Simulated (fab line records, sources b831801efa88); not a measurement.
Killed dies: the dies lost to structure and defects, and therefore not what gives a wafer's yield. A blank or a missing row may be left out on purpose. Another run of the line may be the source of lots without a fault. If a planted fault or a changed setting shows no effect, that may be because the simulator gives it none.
Which tool was responsible? / flow sky130 / Sampling: 6 lots, 18 wafers, 3 of 708 route steps

WHAT EACH GAUGE READ, for each wafer
SKY_CAP2M_RS_MEAS_03: uses a four-point probe to measure.
lot=L954; measured=day 44 02:43; on=film_metro-01; CAP2M_TIN_RS (ohm/sq)=6.73 6.85 6.86
lot=L957; measured=day 44 06:05; on=film_metro-01; CAP2M_TIN_RS (ohm/sq)=6.86 6.74 6.86
lot=L962; measured=day 44 07:39; on=film_metro-02; CAP2M_TIN_RS (ohm/sq)=6.86 6.85 6.87
lot=L967; measured=day 44 12:48; on=film_metro-01; CAP2M_TIN_RS (ohm/sq)=6.89 6.91 6.90
lot=L969; measured=day 44 21:02; on=film_metro-02; CAP2M_TIN_RS (ohm/sq)=7.06 6.84 7.11
lot=L973; measured=day 45 22:16; on=film_metro-01; CAP2M_TIN_RS (ohm/sq)=6.83 7.08 6.83

WHICH TOOL RAN EACH LOT (tool, then ch and the chambers of the sampled wafers, then the start)
lot=L954; SKY_VIA3_STRIP_16=plasma_asher-04 ch 0,1, day 44 01:04; SKY_METAL4_SPUTTER_04=pvd_sputter-01, day 44 02:29
lot=L957; SKY_VIA3_STRIP_16=plasma_asher-03 ch 0,1, day 44 04:24; SKY_METAL4_SPUTTER_04=pvd_sputter-01, day 44 05:50
lot=L962; SKY_VIA3_STRIP_16=plasma_asher-02 ch 0,1, day 44 06:03; SKY_METAL4_SPUTTER_04=pvd_sputter-04, day 44 07:25
lot=L967; SKY_VIA3_STRIP_16=plasma_asher-02 ch 0,1, day 44 11:10; SKY_METAL4_SPUTTER_04=pvd_sputter-04, day 44 12:34
lot=L969; SKY_VIA3_STRIP_16=plasma_asher-03 ch 0,1, day 44 19:25; SKY_METAL4_SPUTTER_04=pvd_sputter-01, day 44 20:47
lot=L973; SKY_VIA3_STRIP_16=plasma_asher-02 ch 0,1, day 45 20:36; SKY_METAL4_SPUTTER_04=pvd_sputter-02, day 45 21:59
- SKY_VIA3_STRIP_16: strips in O2/N2.
- SKY_METAL4_SPUTTER_04: material TiN, target thk 70 nm, time 58.3 s.

THE ANSWER, worked out from the rows above alone
Rule: the usual values come from the lots themselves. The widest of any qualifying gaps counts: lots, ordered by their means at a reading, are off when they make up no more than a third of the lots, leave a main group of 4 or more, and stand apart from it by 3 or more times the standard deviation of that group's means. If all means in a main group match to the digits the tables above print for the reading, that group is not used. A lot without any number at a reading at which 4 lots or more have one is off too. Any other lot the step has rows for is counted as sound.
Across all readings shown, no lot is off: no conclusion can be drawn from this.

WHAT WAS PUT IN BY THE SIMULATOR
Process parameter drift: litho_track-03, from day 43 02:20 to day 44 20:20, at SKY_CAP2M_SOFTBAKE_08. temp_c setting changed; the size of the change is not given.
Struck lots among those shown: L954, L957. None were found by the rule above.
